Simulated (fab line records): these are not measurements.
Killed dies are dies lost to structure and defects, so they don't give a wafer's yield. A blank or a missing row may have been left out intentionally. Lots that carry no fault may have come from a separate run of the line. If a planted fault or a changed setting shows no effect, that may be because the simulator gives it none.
A lot that was struck, set against a sound lot ; flow sky130 ; 27 steps out of a route of 708
Sound: the wafers L432.2, L432.3, L432.4. The struck wafers were L445.2, L445.4, L445.6. Last of all comes the cause.
Per side, at each step with rows, come the tool, then ch with its chambers, and then its first start. Under that, the readings that differ: sound wafers ; struck wafers ; difference of the means ; sigmas: that difference in standard deviations of wafers without a fault.
alike: readings whose means differ by less than 2 such deviations, and words and numbers that are the same on both sides. not compared: withheld readings, readings that some wafer has no value for, bounds like >300 that may hide the same value, and numbers for which the record gives no deviation and whose values overlap.
A row with sigmas, a row that says differs or no value, or rows on one side alone: a step with any of these is where the two part. When numbers do not overlap yet have no deviation, they are printed without sigmas and do not part them. A reading missing from all wafers of one side parts the sides only when that side holds two or more wafers.

first, 5 steps without rows for these wafers: SKY_VIA4_ETCH_12 (etches SiO2 in C4F8/O2/Ar, stops on TiN, target depth 580 nm); SKY_VIA4_STRIP_13 (strips in O2/N2); SKY_VIA4_STRIP_14 (strips in post etch residue remover, time 1200 s); SKY_VIA4_CLEAN_15 (cleans in IPA, time 180 s); SKY_VIA4_CLEAN_16 (cleans in O3/DIW).
SKY_VIA4_SPUTTER_17: material TiN, target thk 20 nm, time 80 s.
  sound on pvd-sputter-04 at day 45 05:22; struck on pvd-sputter-03 at day 48 07:46
  alike: throttle-valve-pct
then, 1 step without rows for these wafers: SKY_VIA4_CVD_18 (deposits W, target thk 505 nm, time 152.14 s).
SKY_VIA4_RS_MEAS_19: the measuring method here is four-point-probe.
  sound on film-metro-01 at day 45 05:37; struck on film-metro-04 at day 48 08:00
  alike: VIA4_W_RS
SKY_VIA4_THK_MEAS_20: measures by xrf.
  sound on film-metro-01 at day 45 05:43; struck on film-metro-04 at day 48 08:07
  alike: VIA4_W_THK
SKY_VIA4_CMP_21: polishes, stops on SiO2, t overpolish 25 s, target thk 0 nm.
  sound on cmp-01 ch 0,2,3, day 45 05:46; struck on cmp-01 ch 1,2, day 48 08:10
  alike: motor-current-A, overpolish-run-s, platen-rpm, slurry-filter-dp-kPa, time-to-endpoint-s
then, 1 step without rows for these wafers: SKY_METAL5_SPUTTER_00 (material Ti, target thk 15 nm, time 10 s).
SKY_METAL5_SPUTTER_01: material TiN, target thk 20 nm, time 16.7 s.
  sound on pvd-sputter-02 at day 45 06:05; struck on pvd-sputter-02 at day 48 08:29
  alike: throttle-valve-pct
SKY_METAL5_SPUTTER_02: material AlCu, target thk 1150 nm, time 61.2 s.
  sound on pvd-sputter-02 at day 45 06:07; struck on pvd-sputter-02 at day 48 08:31
  alike: throttle-valve-pct
then, 2 steps without rows for these wafers: SKY_METAL5_SPUTTER_03 (material Ti, target thk 5 nm, time 3.455 s); SKY_METAL5_SPUTTER_04 (material TiN, target thk 70 nm, time 58.3 s).
SKY_METAL5_RS_MEAS_05: the measuring method here is four-point-probe.
  sound on film-metro-02 at day 45 06:15; struck on film-metro-04 at day 48 08:56
reading;sound;struck;difference;sigmas
METAL5_ALCU_RS (ohm/sq);0.02685 0.02691 0.02688;0.03263 0.03251 0.03304;+0.00585;+22
  not compared: hold
SKY_METAL5_THK_MEAS_06: measures by xrf.
  sound on film-metro-02 at day 45 06:22; struck on film-metro-04 at day 48 11:37
reading;sound;struck;difference;sigmas
METAL5_ALCU_THK (nm);1186 1177 1182;1003 1006 991;-182;-14
  not compared: hold
then, 6 steps without rows for these wafers: SKY_METAL5_HMDS_08 (prime time 60 s); SKY_METAL5_COAT_09 (resist thk 1800 nm); SKY_METAL5_SOFTBAKE_10 (time 60 s); SKY_METAL5_EXPOSE_11 (exposes mask MM5, target cd 1600 nm); SKY_METAL5_PEB_12; SKY_METAL5_DEVELOP_13 (develop time 60 s).
SKY_METAL5_DESCUM_14: chemistry O2, time 11 s.
  sound on rie-metal-04 ch 0,1, day 46 03:43; struck on rie-metal-03 ch 1, day 49 02:28
  alike: drypump-motor-current-A, oes-product-au
  not compared: rf-hours-counter-h
SKY_METAL5_METAL_ETCH_15: etches the open film in Cl2/BCl3, stops on SiO2, target depth 1260 nm, time 252 s.
  sound on rie-metal-04 ch 0,1, day 46 03:46; struck on rie-metal-03 ch 1, day 49 02:31
reading;sound;struck;difference;sigmas
oes-product-au (a.u.);0.897 0.900 0.893;0.815 0.825 0.820;-0.077;-15
  alike: drypump-motor-current-A, throttle-valve-pct
  not compared: rf-hours-counter-h
SKY_METAL5_STRIP_16: strips in O2/N2.
  sound on plasma-asher-04 ch 0,1, day 46 03:59; struck on plasma-asher-04 ch 0, day 49 02:44
  alike: drypump-motor-current-A, o2-flow-sccm, oes-product-au, strip-time-to-endpoint-s
  not compared: rf-hours-counter-h
SKY_PAD_OPEN_PROBE_99:
  sound on prober-01 at day 47 23:12; struck on prober-01 at day 50 13:53
reading;sound;struck;difference;sigmas
model.etest.met5.rs-ohm-sq-rim-less-centre;-0.000328 -0.000516 8.602e-05;0.008865 0.008578 0.009368;+0.009190;
  alike: defect-limited-yield, killed_at_M0_to_M3, killed_at_M4_up, killed-at-contacts, killed-at-front-end, killed-at-other, killed-dies, killed-open, killed-short, sort_bin_3_pad_short, sort_bin_5_function, sort_bin_6_memory, sort-n-pass, sort-yield-pct

## WHERE THEY PART
At SKY_METAL5_RS_MEAS_05 first; at SKY_METAL5_METAL_ETCH_15 last (within this record only). Later steps at which nothing parts them and some readings are alike: SKY_METAL5_STRIP_16, SKY_PAD_OPEN_PROBE_99.

WHY: the cause the simulator had injected
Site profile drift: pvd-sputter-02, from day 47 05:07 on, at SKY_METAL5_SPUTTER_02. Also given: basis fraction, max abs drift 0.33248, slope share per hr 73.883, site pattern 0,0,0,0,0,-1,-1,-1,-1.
